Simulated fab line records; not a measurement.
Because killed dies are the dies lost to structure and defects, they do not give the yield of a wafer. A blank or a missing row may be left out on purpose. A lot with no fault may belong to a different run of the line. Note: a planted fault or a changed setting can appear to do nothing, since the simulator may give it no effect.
fab line records    flow sky130
record lots=7  wafers=21  last-day=50
route steps=708 shown LDD_N@253 LDD_P@255 LDD_HVN@267 LDD_HVP@278
lots with no fault: from the same line, run without faults
start-h: the number of hours between the record's first day and the start of the first shown wafer of the lot    wait-h: how many hours have passed since the lot's step before this one    " same as the row above    L1.1+2: several wafers, shown together as one row    - value missing, or start not given    * or withheld: withheld    < > ~ a bound
route shown NAME@n: a module of which the file shows steps, and the number in the route of the first    usual: average and standard deviation across the fault-free wafers    same: alike in all rows    chamber/n: place in a boat    sites: readings site by site    _std_site: standard deviation across them    _edge_site: mean of outer sites minus mean of inner sites    radius-mm: how far each site lies from the wafer's centre    mask NAME#n: copy n    behind: tool/chamber where the wafer was last shaped    hold: cause of the lot's hold/its duration in hours/its outcome    device: whichever transistor did not switch (one of n, p or np)    end of line: the route-end tests of the same wafers    a step given without rows: its recipe and nothing more    killed: count of dies lost to structure and defects at first sort (not the wafer's yield)    map: a wafer's dies, marking killed ones x, the rest . and places with no die _
set.NAME: the run value of the setting; set.NAME@STEP: its run value at that earlier step    model.NAME: the simulator's own value behind a step, which no gauge read
lots seen at some steps along the route; tables by step, rows by wafer
services: from which hour (start-h, from the record's first day; less than 0 if before it) a tool's chamber was out of use, for how many hours, and why
## steps
# step SKY_LDD_N_STRIP_16
# recipe chemistry=O2/N2  power-w=1400  pressure-mtorr=1500  platen-temp-c=withheld  o2-flow-sccm=3000  n2-flow-sccm=300  overash-fraction=0.5
# usual chamber-pressure-mTorr=1500.2/1.5  drypump-motor-current-A=5.8/0.53  oes-product-au=0.406/0.0042  strip-time-to-endpoint-s=4.312/0.015
lot.wafer  tool             chamber  start-h  wait-h  chamber-pressure-mTorr  drypump-motor-current-A  oes-product-au  rf-hours-counter-h  strip-time-to-endpoint-s
L268.1     plasma-asher-02  0        419.28   0.1     1499.2                  6.1                      0.409           70                  4.330
L268.3     "                0        "        "       1497.5                  6.1                      0.402           -                   4.326
L268.5     "                1        "        "       1499.2                  5.8                      0.401           -                   4.304
L271.3     plasma-asher-02  1        456.12   0.1     1501.0                  5.7                      0.408           -                   4.329
L271.4     "                0        "        "       1500.5                  6.1                      0.400           -                   4.315
L271.5     "                1        "        "       1498.7                  5.7                      0.401           -                   4.321
L272.3     plasma-asher-03  0        460.87   0.1     1496.7                  4.9                      0.403           -                   4.257
L272.4     "                1        "        "       1503.4                  5.7                      0.404           -                   4.298
L272.6     "                1        "        "       1502.6                  5.7                      0.405           -                   4.301
L273.3     plasma-asher-01  0        472.47   0.1     1500.6                  6.6                      0.411           -                   4.303
L273.4     "                1        "        "       1498.0                  6.1                      0.405           -                   4.308
L273.6     "                0        "        "       1501.2                  6.6                      0.414           -                   4.326
L281.1     plasma-asher-01  0        531.44   0.1     1504.6                  6.6                      0.407           73                  4.323
L281.4     "                1        "        "       1500.1                  6.1                      0.412           -                   4.325
L281.6     "                1        "        "       1500.0                  6.1                      0.406           -                   4.313
L284.2     plasma-asher-02  1        562.13   0.1     1498.3                  5.8                      0.405           12                  4.294
L284.5     "                1        "        "       1499.6                  5.7                      0.408           -                   4.309
L284.6     "                0        "        "       1500.1                  6.2                      0.400           -                   4.335
L289.1     plasma-asher-02  1        605.98   0.1     1501.7                  5.7                      0.401           15                  4.326
L289.3     "                1        "        "       1498.0                  5.7                      0.399           -                   4.308
L289.5     "                1        "        "       1498.7                  5.7                      0.402           -                   4.308
# step SKY_LDD_N_TW_MEAS_17
# usual LDD_N_TW=2592/13
lot.wafer  tool           chamber  start-h  wait-h  LDD_N_TW
L268.1     film-metro-02  -        419.38   0.1     2588
L268.3     "              -        "        "       2586
L268.5     "              -        "        "       2586
L271.3     film-metro-03  -        456.21   0.1     2606
L271.4     "              -        "        "       2584
L271.5     "              -        "        "       2593
L272.3     film-metro-02  -        460.96   0.1     2598
L272.4     "              -        "        "       2590
L272.6     "              -        "        "       2591
L273.3     film-metro-03  -        472.56   0.1     2610
L273.4     "              -        "        "       2604
L273.6     "              -        "        "       2605
L281.1     film-metro-02  -        531.54   0.1     2598
L281.4     "              -        "        "       2597
L281.6     "              -        "        "       2590
L284.2     film-metro-04  -        562.24   0.1     2569
L284.5     "              -        "        "       2571
L284.6     "              -        "        "       2578
L289.1     film-metro-03  -        606.08   0.1     2601
L289.3     "              -        "        "       2604
L289.5     "              -        "        "       2601
# step SKY_LDD_P_DEHYDRATE_00
# recipe temp-c=200  time-s=60
# step SKY_LDD_P_HMDS_01
# recipe prime-time-s=60  prime-temp-c=120
# step SKY_LDD_P_COAT_02
# recipe resist=NOVOLAK  spin-rpm=3000  resist-thk-nm=1140
# step SKY_LDD_P_SOFTBAKE_03
# recipe temp-c=90  time-s=60  resist=NOVOLAK
# step SKY_LDD_P_EXPOSE_04
# recipe mask-id=PSDM  na=0.6  source-shape=conventional  sigma-outer=0.6  polarization=unpolarized  target-cd-nm=380  dose-mj=138
# step SKY_LDD_P_PEB_05
# recipe temp-c=withheld  time-s=*  resist=NOVOLAK
# step SKY_LDD_P_DEVELOP_06
# recipe resist=NOVOLAK  developer=TMAH  develop-time-s=60  dev-temp-c=23
# step SKY_LDD_P_CD_MEAS_07
# recipe target-cd-nm=380
# usual cd-nm=380.6/2.7
lot.wafer  tool       chamber  start-h  wait-h  cd-nm
L268.1     cd-sem-01  -        449.59   0.1     382.9
L268.3     "          -        "        "       382.4
L268.5     "          -        "        "       380.0
L271.3     cd-sem-02  -        487.08   0.1     380.5
L271.4     "          -        "        "       380.7
L271.5     "          -        "        "       380.0
L272.3     cd-sem-02  -        491.48   0.1     383.2
L272.4     "          -        "        "       387.2
L272.6     "          -        "        "       383.5
L273.3     cd-sem-01  -        503.63   0.1     382.2
L273.4     "          -        "        "       381.5
L273.6     "          -        "        "       381.7
L281.1     cd-sem-01  -        560.95   0.1     383.3
L281.4     "          -        "        "       382.4
L281.6     "          -        "        "       383.4
L284.2     cd-sem-02  -        591.14   0.2     388.8
L284.5     "          -        "        "       387.9
L284.6     "          -        "        "       385.9
L289.1     cd-sem-01  -        633.74   0.1     377.6
L289.3     "          -        "        "       378.5
L289.5     "          -        "        "       378.0
# step SKY_LDD_P_OVL_MEAS_08
# usual LDD_P_OVL=-0.4/1.4
lot.wafer  tool        chamber  start-h  wait-h  LDD_P_OVL[nm]
L268.1     overlay-02  -        449.71   0.1     0.5
L268.3     "           -        "        "       0.3
L268.5     "           -        "        "       -0.9
L271.3     overlay-01  -        487.18   0.1     -0.7
L271.4     "           -        "        "       -2.2
L271.5     "           -        "        "       -1.9
L272.3     overlay-02  -        491.58   0.1     -2.6
L272.4     "           -        "        "       -0.5
L272.6     "           -        "        "       -3.7
L273.3     overlay-02  -        503.73   0.1     1.5
L273.4     "           -        "        "       -0.8
L273.6     "           -        "        "       0.4
L281.1     overlay-01  -        561.07   0.1     -3.1
L281.4     "           -        "        "       -1.0
L281.6     "           -        "        "       -0.3
L284.2     overlay-01  -        591.25   0.1     1.2
L284.5     "           -        "        "       1.9
L284.6     "           -        "        "       0.3
L289.1     overlay-01  -        633.86   0.1     0.3
L289.3     "           -        "        "       1.6
L289.5     "           -        "        "       -0.6
# step SKY_LDD_P_IMPLANT_09
# recipe species=BF2  energy-kev=25  dose-cm2=1e+13  tilt-deg=withheld
# step SKY_LDD_P_STRIP_10
# recipe chemistry=O2/N2  power-w=1400  pressure-mtorr=1500  platen-temp-c=withheld  o2-flow-sccm=3000  n2-flow-sccm=300  overash-fraction=0.5
# usual chamber-pressure-mTorr=1499.9/1.2  drypump-motor-current-A=5.6/0.33  oes-product-au=0.716/0.0043  strip-time-to-endpoint-s=14.19/0.049
lot.wafer  tool             chamber  start-h  wait-h  chamber-pressure-mTorr  drypump-motor-current-A  oes-product-au  rf-hours-counter-h  strip-time-to-endpoint-s  model.NOVOLAK_of_LDD_P_COAT_02.thk-nm
L268.1     plasma-asher-03  1        449.90   0.1     1500.6                  5.8                      0.720           75                  14.08                     0
L268.3     "                1        "        "       1501.4                  5.7                      0.718           -                   14.07                     0
L268.5     "                0        "        "       1500.9                  4.9                      0.715           -                   14.14                     0
L271.3     plasma-asher-04  0        487.38   0.1     -                       -                        -               -                   -                         1136
L271.4     "                1        "        "       -                       -                        -               -                   -                         1136
L271.5     "                0        "        "       -                       -                        -               -                   -                         1137
L272.3     plasma-asher-02  0        491.78   0.1     -                       -                        -               -                   -                         1136
L272.4     "                1        "        "       -                       -                        -               -                   -                         1135
L272.6     "                0        "        "       -                       -                        -               -                   -                         1135
L273.3     plasma-asher-04  1        503.93   0.1     -                       -                        -               -                   -                         1137
L273.4     "                0        "        "       -                       -                        -               -                   -                         1135
L273.6     "                0        "        "       -                       -                        -               -                   -                         1136
L281.1     plasma-asher-04  0        561.26   0.1     1499.3                  5.4                      0.717           45                  14.16                     0
L281.4     "                0        "        "       1501.2                  5.4                      0.714           -                   14.24                     0
L281.6     "                1        "        "       1499.2                  5.8                      0.711           -                   14.18                     0
L284.2     plasma-asher-04  1        591.43   0.1     1499.1                  5.8                      0.708           49                  14.15                     0
L284.5     "                0        "        "       1498.2                  5.4                      0.717           -                   14.12                     0
L284.6     "                1        "        "       1498.6                  5.8                      0.717           -                   14.13                     0
L289.1     plasma-asher-03  1        634.05   0.1     1500.7                  5.7                      0.726           91                  14.28                     0
L289.3     "                0        "        "       1499.6                  4.9                      0.719           -                   14.26                     0
L289.5     "                0        "        "       1500.0                  4.9                      0.717           -                   14.24                     0
# step SKY_LDD_P_TW_MEAS_11
# usual LDD_P_TW=639/3.1
lot.wafer  tool           chamber  start-h  wait-h  LDD_P_TW
L268.1     film-metro-03  -        450.00   0.1     644
L268.3     "              -        "        "       642
L268.5     "              -        "        "       642
L271.3     film-metro-01  -        487.47   0.1     637
L271.4     "              -        "        "       632
L271.5     "              -        "        "       633
L272.3     film-metro-02  -        491.87   0.1     638
L272.4     "              -        "        "       637
L272.6     "              -        "        "       638
L273.3     film-metro-02  -        504.02   0.1     634
L273.4     "              -        "        "       636
L273.6     "              -        "        "       636
L281.1     film-metro-03  -        561.36   0.1     639
L281.4     "              -        "        "       637
L281.6     "              -        "        "       637
L284.2     film-metro-02  -        591.54   0.1     636
L284.5     "              -        "        "       634
L284.6     "              -        "        "       635
L289.1     film-metro-01  -        634.15   0.1     643
L289.3     "              -        "        "       646
L289.5     "              -        "        "       643
# step SKY_LDD_HVN_DEHYDRATE_00
# recipe temp-c=200  time-s=60
# step SKY_LDD_HVN_HMDS_01
# recipe prime-time-s=60  prime-temp-c=120
# step SKY_LDD_HVN_COAT_02
# recipe resist=NOVOLAK  spin-rpm=3000  resist-thk-nm=300
# step SKY_LDD_HVN_SOFTBAKE_03
# recipe temp-c=90  time-s=60  resist=NOVOLAK
# step SKY_LDD_HVN_EXPOSE_04
# recipe mask-id=HVNTM  na=0.6  source-shape=conventional  sigma-outer=0.6  polarization=unpolarized  target-cd-nm=700  dose-mj=127
# step SKY_LDD_HVN_PEB_05
# recipe temp-c=withheld  time-s=*  resist=NOVOLAK
# step SKY_LDD_HVN_DEVELOP_06
# recipe resist=NOVOLAK  developer=TMAH  develop-time-s=60  dev-temp-c=23
# step SKY_LDD_HVN_OVL_MEAS_07
# usual LDD_HVN_OVL=0.3/1.3
lot.wafer  tool        chamber  start-h  wait-h  LDD_HVN_OVL[nm]
L268.1     overlay-01  -        480.44   0.1     1.2
L268.3     "           -        "        "       -1.3
L268.5     "           -        "        "       -0.3
L271.3     overlay-01  -        517.63   0.1     -0.6
L271.4     "           -        "        "       -2.1
L271.5     "           -        "        "       1.5
L272.3     overlay-01  -        521.56   0.1     0.6
L272.4     "           -        "        "       0.1
L272.6     "           -        "        "       1.7
L273.3     overlay-01  -        533.73   0.1     0.8
L273.4     "           -        "        "       0.4
L273.6     "           -        "        "       0.4
L281.1     overlay-01  -        590.74   0.1     -0.9
L281.4     "           -        "        "       -0.1
L281.6     "           -        "        "       0.1
L284.2     overlay-01  -        620.50   0.1     0.9
L284.5     "           -        "        "       1.0
L284.6     "           -        "        "       1.0
L289.1     overlay-01  -        662.77   0.1     1.5
L289.3     "           -        "        "       -0.1
L289.5     "           -        "        "       1.6
# step SKY_LDD_HVN_IMPLANT_08
# recipe species=P  energy-kev=60  dose-cm2=3e+13  tilt-deg=40
# step SKY_LDD_HVN_STRIP_09
# recipe chemistry=O2/N2  power-w=1400  pressure-mtorr=1500  platen-temp-c=withheld  o2-flow-sccm=3000  n2-flow-sccm=300  overash-fraction=0.5
# usual chamber-pressure-mTorr=1500.1/1.2  drypump-motor-current-A=5.6/0.5  oes-product-au=0.408/0.0048  strip-time-to-endpoint-s=4.135/0.018
lot.wafer  tool             chamber  start-h  wait-h  chamber-pressure-mTorr  drypump-motor-current-A  oes-product-au  rf-hours-counter-h  strip-time-to-endpoint-s
L268.1     plasma-asher-04  0        480.63   0.1     1501.7                  5.4                      0.412           37                  4.132
L268.3     "                0        "        "       1498.9                  5.4                      0.422           -                   4.130
L268.5     "                0        "        "       1498.3                  5.4                      0.408           -                   4.146
L271.3     plasma-asher-04  0        517.84   0.1     1499.7                  5.4                      0.712           -                   21.691
L271.4     "                1        "        "       1498.4                  5.8                      0.716           -                   21.691
L271.5     "                1        "        "       1502.2                  5.8                      0.716           -                   21.725
L272.3     plasma-asher-04  0        521.76   0.1     1499.8                  5.4                      0.719           -                   21.668
L272.4     "                1        "        "       1499.4                  5.8                      0.721           -                   21.662
L272.6     "                1        "        "       1498.9                  5.8                      0.708           -                   21.645
L273.3     plasma-asher-03  0        533.94   0.1     1501.2                  4.9                      0.715           -                   21.699
L273.4     "                1        "        "       1500.2                  5.8                      0.718           -                   21.663
L273.6     "                1        "        "       1501.5                  5.7                      0.715           -                   21.688
L281.1     plasma-asher-04  0        590.93   0.1     1499.3                  5.4                      0.406           49                  4.171
L281.4     "                0        "        "       1501.5                  5.4                      0.413           -                   4.169
L281.6     "                0        "        "       1499.8                  5.4                      0.412           -                   4.167
L284.2     plasma-asher-03  1        620.68   0.1     1498.1                  5.8                      0.411           90                  4.117
L284.5     "                1        "        "       1500.3                  5.7                      0.393           -                   4.118
L284.6     "                0        "        "       1501.1                  4.9                      0.407           -                   4.122
L289.1     plasma-asher-03  1        662.96   0.1     1500.4                  5.7                      0.410           94                  4.139
L289.3     "                0        "        "       1497.8                  4.9                      0.410           -                   4.149
L289.5     "                1        "        "       1500.2                  5.7                      0.413           -                   4.158
# step SKY_LDD_HVN_TW_MEAS_10
# usual LDD_HVN_TW=1444/6.6
lot.wafer  tool           chamber  start-h  wait-h  LDD_HVN_TW
L268.1     film-metro-04  -        480.73   0.1     1440
L268.3     "              -        "        "       1433
L268.5     "              -        "        "       1441
L271.3     film-metro-01  -        517.93   0.1     30
L271.4     "              -        "        "       30
L271.5     "              -        "        "       30
L272.3     film-metro-01  -        521.85   0.1     30
L272.4     "              -        "        "       30
L272.6     "              -        "        "       30
L273.3     film-metro-01  -        534.03   0.1     30
L273.4     "              -        "        "       30
L273.6     "              -        "        "       30
L281.1     film-metro-04  -        591.06   0.1     1452
L281.4     "              -        "        "       1443
L281.6     "              -        "        "       1443
L284.2     film-metro-02  -        620.79   0.1     1443
L284.5     "              -        "        "       1442
L284.6     "              -        "        "       1444
L289.1     film-metro-02  -        663.06   0.1     1450
L289.3     "              -        "        "       1438
L289.5     "              -        "        "       1445
# step SKY_LDD_HVP_DEHYDRATE_00
# recipe temp-c=200  time-s=60
## services
tool             chamber  start-h  hours  kind
plasma-asher-03  -        411.54   0.8    repair
plasma-asher-02  -        421.25   9.0    pm
plasma-asher-02  0        421.25   9.0    vent-cycle
plasma-asher-02  1        421.25   9.0    vent-cycle
plasma-asher-02  0        430.25   -      clean
plasma-asher-02  1        430.25   -      clean
plasma-asher-02  -        439.19   14.6   pm
plasma-asher-01  -        495.47   7.8    pm
plasma-asher-01  -        536.00   0.5    repair
plasma-asher-03  -        563.60   18.2   repair
plasma-asher-02  -        567.20   13.2   repair
plasma-asher-04  -        580.69   2.2    repair
plasma-asher-03  -        586.17   2.8    pm
plasma-asher-03  -        611.03   4.3    pm
plasma-asher-01  -        637.79   3.7    repair
## key
first-sign step=SKY_LDD_P_STRIP_10  reading=tool-record  direction=missing
effect step=SKY_LDD_HVN_STRIP_09  reading=strip-time-to-endpoint-s  direction=up  sigmas=99+  usual=*  struck=*
effect step=SKY_LDD_HVN_TW_MEAS_10  reading=LDD_HVN_TW  direction=down  sigmas=99+  usual=1444  struck=30
model-effect step=SKY_LDD_P_STRIP_10  value=NOVOLAK_of_LDD_P_COAT_02.thk-nm  without=0  struck=1136
met-at SKY_LDD_P_STRIP_10
struck-wafers L271.3,L271.4,L271.5,L272.3,L272.4,L272.6,L273.3,L273.4,L273.6
sort-left-out L271.3,L271.4,L271.5,L272.3,L272.4,L272.6,L273.3,L273.4,L273.6
tester-left-out L271,L272,L273
fault kind=skipped-step-whole  tool=plasma-asher-02,plasma-asher-04  chamber=-  onset-h=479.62  steps=SKY_LDD_P_STRIP_10  scope=struck-lots-only
# tester-left-out: of these lots the tester's yield and bins aren't shown, on N5 and GAA mostly nor the transistor test; their killed dies are dies lost to structure and defects alone, not to doping, threshold or leakage, so they don't give the yield
# sort-left-out: the simulated sort isn't trusted on such a fault, so these wafers' sort isn't shown, and their yield isn't known
